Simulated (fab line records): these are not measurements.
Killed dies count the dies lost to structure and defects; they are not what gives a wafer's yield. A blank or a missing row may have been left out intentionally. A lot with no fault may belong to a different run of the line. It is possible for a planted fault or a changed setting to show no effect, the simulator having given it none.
Comparing a struck lot with a sound one :: flow sky130 :: 17 out of 708 route steps
Sound: the wafers L930.2, L930.4, L930.5. Struck: wafer L922.1 (L922.4, L922.6, from the same lot, were not struck and are left out); the cause is given at the end.
For every step that has rows: the tool of each side, followed by ch and its chambers, followed by its first start. Under that, the readings that differ: sound wafers :: struck wafers :: difference of the means :: sigmas: that difference in standard deviations of wafers without a fault.
alike: words and numbers the same on both sides, and readings whose means are apart by under 2 such deviations; not compared: readings that were withheld, readings missing a value for some wafer, numbers with overlapping values and no deviation given by the record, and bounds like >300 which may hide the same value.
A row with sigmas, a row that says differs or no value, or rows on one side alone: a step with any of these is where the two part. Numbers that have no deviation but don't overlap get no sigmas and don't part them. Lack of a reading on every wafer of one side parts them only where that side has two or more wafers.

SKY_VIA3_CMP_02: polishes SiO2.
  sound on cmp-01 ch 1,3, day 44 14:16; struck on cmp-02 ch 2, day 42 12:25
  alike: motor current A
SKY_VIA3_BOW_MEAS_03:
  sound on film metro-03 at day 44 14:35; struck on film metro-03 at day 42 12:43
  alike: VIA3_BOW
then, 8 steps without rows for these wafers: SKY_VIA3_DEHYDRATE_04 (time 60 s); SKY_VIA3_HMDS_05 (prime time 60 s); SKY_VIA3_COAT_06 (resist thk 60 nm); SKY_VIA3_COAT_07 (resist thk 450 nm); SKY_VIA3_SOFTBAKE_08 (time 90 s); SKY_VIA3_EXPOSE_09 (exposes mask VIM3, target cd 200 nm); SKY_VIA3_PEB_10; SKY_VIA3_DEVELOP_11 (develop time 60 s).
SKY_VIA3_CD_MEAS_12 targets a cd of 200 nm.
  sound on cd sem-01 at day 45 12:50; struck on cd sem-02 at day 43 11:43
  alike: cd nm
SKY_VIA3_OVL_MEAS_13:
  sound on overlay-02 at day 45 12:56; struck on overlay-02 at day 43 11:50
  alike: VIA3_OVL
SKY_VIA3_ETCH_14: etches BARC in N2/H2, stops on SiO2, time 45.9 s, target depth 60 nm.
  sound on rie diel-03 ch 0,1,2, day 45 12:58; struck on rie diel-04 ch 0, day 43 11:52
reading: oes product au (a.u.)
sound: 0.860 0.849 0.854
struck: 0.783
difference: -0.071
sigmas: -17

reading: model.KrF-thick_of_VIA3_COAT_07.thk nm (nm)
sound: 396 396.9 396
struck: 408.7
difference: +12.4
sigmas: 

reading: model.etch.depth nm (nm)
sound: 60.13 60.14 59.92
struck: 50.92
difference: -9.14
sigmas: 
  alike: drypump motor current A, h2 flow sccm, throttle valve pct
  not compared: rf hours counter h, model.VIA3.cd nm
SKY_VIA3_ETCH_15: etches SiO2 in C4F8/O2/Ar, stops on TiN, target depth 507 nm, time 78 s.
  sound on rie diel-03 ch 0,1,2, day 45 13:01; struck on rie diel-04 ch 0, day 43 11:54
reading: oes product au (a.u.)
sound: 0.951 0.936 0.942
struck: 0.561
difference: -0.382
sigmas: -80

reading: model.KrF-thick_of_VIA3_COAT_07.thk nm (nm)
sound: 295.2 296.4 294.5
struck: 306.7
difference: +11.3
sigmas: 
SKY_VIA3_STRIP_16: strips in O2/N2.
  sound on plasma asher-02 ch 0,1, day 45 13:04; struck on plasma asher-03 ch 1, day 43 11:58
reading: strip time to endpoint s (s)
sound: 4.18 4.18 4.17
struck: 4.28
difference: +0.10
sigmas: +3
  alike: drypump motor current A, oes product au
  not compared: rf hours counter h
then, 1 step without rows for these wafers: SKY_VIA3_STRIP_17 (strips in post etch residue remover, time 1200 s).
-- the record jumps here: 6 days lie between the struck wafers' starts before and after (it left off in module VIA3 and takes up again in module PAD_OPEN, whose first step shown is number 708 of the route) --
SKY_PAD_OPEN_PROBE_99:
  sound on prober-02 at day 50 14:25; struck on prober-01 at day 49 01:19
reading: defect limited yield (%)
sound: 83.7 83.5 81.9
struck: 28.7
difference: -54.3
sigmas: -30

reading: killed_at_M0_to_M3
sound: 59 38 43
struck: 307
difference: +260
sigmas: +39

reading: killed dies
sound: 80 81 89
struck: 351
difference: +268
sigmas: +30

reading: killed on rim
sound: 14 13 14
struck: 83
difference: +69
sigmas: +17
  alike: killed_at_M4_up, killed at contacts, killed at front end, killed at other, killed open, killed short

== WHERE THEY PART ==
At SKY_VIA3_ETCH_14 first; at SKY_PAD_OPEN_PROBE_99 last (within this record only).

WHY: what had been put in by the simulator
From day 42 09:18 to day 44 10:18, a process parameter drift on rie diel-04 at SKY_VIA3_ETCH_14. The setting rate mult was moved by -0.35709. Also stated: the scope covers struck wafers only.
